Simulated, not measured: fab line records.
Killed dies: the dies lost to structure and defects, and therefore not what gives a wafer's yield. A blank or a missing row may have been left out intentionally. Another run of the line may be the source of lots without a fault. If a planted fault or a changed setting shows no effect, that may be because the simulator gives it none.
Which tool was responsible?    flow sfqLine    45 wafers from 15 lots sampled at 4 of the route's 325 steps

## WHAT THE GAUGES SHOWED, per wafer
No reading from a measuring or inspecting step in the record can be judged against a usual standard deviation.

## EACH LOT AND THE TOOL THAT RAN IT (in order: tool; ch and the chambers of the sampled wafers; start)
lot   SFQ_TRILAYER_L0_STRIP_STRIP_009   SFQ_TRILAYER_I0_CMP_CMP_028    SFQ_TRILAYER_I1_CMP_CMP_046    SFQ_TRILAYER_I1_METRO_MEASURE_047
L615  rieMetal-01 ch 0, day 4 03:50     cmp-01 ch 1,2,3, day 11 21:03  cmp-01 ch 0,2,3, day 24 02:58  filmMetro-03, day 24 05:05
L616  rieMetal-01 ch 0,1, day 4 08:38   cmp-01 ch 1,3, day 12 01:20    cmp-01 ch 1,2, day 24 10:17    filmMetro-01, day 24 13:25
L617  rieMetal-01 ch 0, day 4 19:05     cmp-02 ch 1,3, day 12 12:44    cmp-02 ch 1,2,3, day 25 09:29  filmMetro-02, day 25 11:37
L618  rieMetal-03 ch 1, day 5 02:23     cmp-01 ch 1,2, day 12 22:14    cmp-01 ch 0,1,3, day 25 15:36  filmMetro-02, day 25 17:43
L620  rieMetal-02 ch 1, day 5 14:59     cmp-01 ch 2,3, day 14 07:23    cmp-01 ch 0,1,2, day 26 23:59  filmMetro-03, day 27 02:42
L621  rieMetal-01 ch 0, day 5 20:17     cmp-01 ch 0,3, day 14 15:53    cmp-02 ch 2,3, day 27 08:19    filmMetro-01, day 27 11:26
L622  rieMetal-02 ch 0,1, day 6 01:17   cmp-01 ch 0,1,3, day 15 01:53  cmp-02 ch 0,1, day 27 18:47    filmMetro-01, day 27 22:18
L623  rieMetal-02 ch 0,1, day 6 07:05   cmp-02 ch 2,3, day 15 16:45    cmp-01 ch 1,2,3, day 28 08:35  filmMetro-01, day 28 10:54
L629  rieMetal-03 ch 0,1, day 7 19:17   cmp-02 ch 1,2,3, day 17 16:46  cmp-02 ch 0,3, day 31 04:24    filmMetro-03, day 31 07:25
L630  rieMetal-03 ch 0,1, day 8 02:17   cmp-01 ch 1,2, day 17 18:04    cmp-02 ch 0,3, day 31 06:54    filmMetro-03, day 31 10:01
L631  rieMetal-03 ch 0,1, day 8 10:41   cmp-01 ch 0,1,3, day 18 03:28  cmp-01 ch 0,2,3, day 31 22:08  filmMetro-01, day 32 00:16
L632  rieMetal-03 ch 0,1, day 8 15:29   cmp-02 ch 1,2,3, day 18 10:35  cmp-01 ch 0,3, day 32 08:18    filmMetro-02, day 32 11:25
L633  rieMetal-02 ch 0,1, day 8 22:41   cmp-02 ch 1,3, day 18 16:59    cmp-01 ch 0,2,3, day 32 11:48  filmMetro-01, day 32 14:37
L636  rieMetal-02 ch 0,1, day 10 00:22  cmp-01 ch 0,1,2, day 20 10:28  cmp-01 ch 0,1,2, day 33 17:31  filmMetro-01, day 33 20:50
L637  rieMetal-02 ch 0,1, day 10 06:22  cmp-01 ch 0,1,3, day 20 22:44  cmp-01 ch 0,1,3, day 34 06:40  filmMetro-02, day 34 09:47
- SFQ_TRILAYER_L0_STRIP_STRIP_009: strips in O2.
- SFQ_TRILAYER_I0_CMP_CMP_028: polishes SiO2.
- SFQ_TRILAYER_I1_CMP_CMP_046: polishes SiO2.
- SFQ_TRILAYER_I1_METRO_MEASURE_047

## AS READ BY THE TOOLS THEMSELVES (means over the sampled wafers that have a number; for cases with no such wafer, the mark the record gives instead)
SFQ_TRILAYER_L0_STRIP_STRIP_009. Usual: drypumpMotorCurrentA 5.7 A, standard deviation 0.44; oesProductAu 1.004 a.u., standard deviation 0.0097.
lot   tool         drypumpMotorCurrentA (A)  oesProductAu (a.u.)  flag
L615  rieMetal-01  5.4                       0.988                
L616  rieMetal-01  5.4                       1.013                
L617  rieMetal-01  5.3                       1.003                
L618  rieMetal-03  5.8                       1.012                
L620  rieMetal-02  6.4                       1.015                
L621  rieMetal-01  5.4                       0.996                
L622  rieMetal-02  5.7                       1.003                
L623  rieMetal-02  5.7                       1.002                
L629  rieMetal-03  5.7                       1.003                
L630  rieMetal-03  5.6                       1.002                
L631  rieMetal-03  5.7                       1.006                
L632  rieMetal-03  5.6                       0.998                
L633  rieMetal-02  6.0                       1.013                
L636  rieMetal-02  5.7                       1.008                
L637  rieMetal-02  6.1                       1.002                

SFQ_TRILAYER_I0_CMP_CMP_028. Usual: motorCurrentA 10.2 A, standard deviation 0.84; timeToEndpointS 217 s, standard deviation 7.9.
lot   tool    motorCurrentA (A)  timeToEndpointS (s)  flag
L615  cmp-01  10.0               222                  
L616  cmp-01  10.2               222                  
L617  cmp-02  10.8               223                  
L618  cmp-01  10.0               216                  
L620  cmp-01  9.9                160                  OFF
L621  cmp-01  10.2               186                  OFF
L622  cmp-01  10.5               183                  OFF
L623  cmp-02  10.8               208                  
L629  cmp-02  11.0               222                  
L630  cmp-01  10.3               224                  
L631  cmp-01  10.4               211                  
L632  cmp-02  10.7               206                  
L633  cmp-02  10.6               210                  
L636  cmp-01  10.3               214                  
L637  cmp-01  10.1               215                  

SFQ_TRILAYER_I1_CMP_CMP_046. Usual: motorCurrentA 10.2 A, standard deviation 0.8; timeToEndpointS 216 s, standard deviation 7.9.
lot   tool    motorCurrentA (A)  timeToEndpointS (s)  flag
L615  cmp-01  10.5               223                  
L616  cmp-01  9.9                213                  
L617  cmp-02  10.9               214                  
L618  cmp-01  10.3               215                  
L620  cmp-01  10.5               212                  
L621  cmp-02  10.7               214                  
L622  cmp-02  8.8                231                  
L623  cmp-01  10.3               219                  
L629  cmp-02  9.0                219                  
L630  cmp-02  9.0                225                  
L631  cmp-01  10.1               217                  
L632  cmp-01  10.7               218                  
L633  cmp-01  10.6               217                  
L636  cmp-01  10.3               205                  
L637  cmp-01  10.2               205                  

SFQ_TRILAYER_I1_METRO_MEASURE_047. Usual: thkNm reads 200.1 nm (standard deviation 1.1).
lot   tool          thkNm (nm)  flag
L615  filmMetro-03  200.8       
L616  filmMetro-01  200.6       
L617  filmMetro-02  199.6       
L618  filmMetro-02  199.1       
L620  filmMetro-03  200.3       
L621  filmMetro-01  199.6       
L622  filmMetro-01  201.7       
L623  filmMetro-01  199.9       
L629  filmMetro-03  200.1       
L630  filmMetro-03  200.5       
L631  filmMetro-01  200.7       
L632  filmMetro-02  200.3       
L633  filmMetro-01  200.1       
L636  filmMetro-01  198.6       
L637  filmMetro-02  199.3       

## THE ANSWER, worked out from the rows above alone
Rule: lot off if the mean of its wafers having a number is beyond 3 standard deviations from the usual mean. Also off: a lot with no number at a reading for which 4 or more lots have one. Any other lot the step has rows for is counted as sound. First the gauges in route order, then the tools' own readings, where a lot's mean is used as printed above. At the first step where some lot is off, the reading lying furthest off is the one used; lots without a number count as furthest.
Off: L620, L621, L622, at SFQ_TRILAYER_I0_CMP_CMP_028 (timeToEndpointS).
If a tool, at that step or one of the process steps before it, ran each lot that is off and ran no sound lot following the first of them, it fits. No candidate that was tried fits.

## WHAT THE SIMULATOR HAD INSERTED
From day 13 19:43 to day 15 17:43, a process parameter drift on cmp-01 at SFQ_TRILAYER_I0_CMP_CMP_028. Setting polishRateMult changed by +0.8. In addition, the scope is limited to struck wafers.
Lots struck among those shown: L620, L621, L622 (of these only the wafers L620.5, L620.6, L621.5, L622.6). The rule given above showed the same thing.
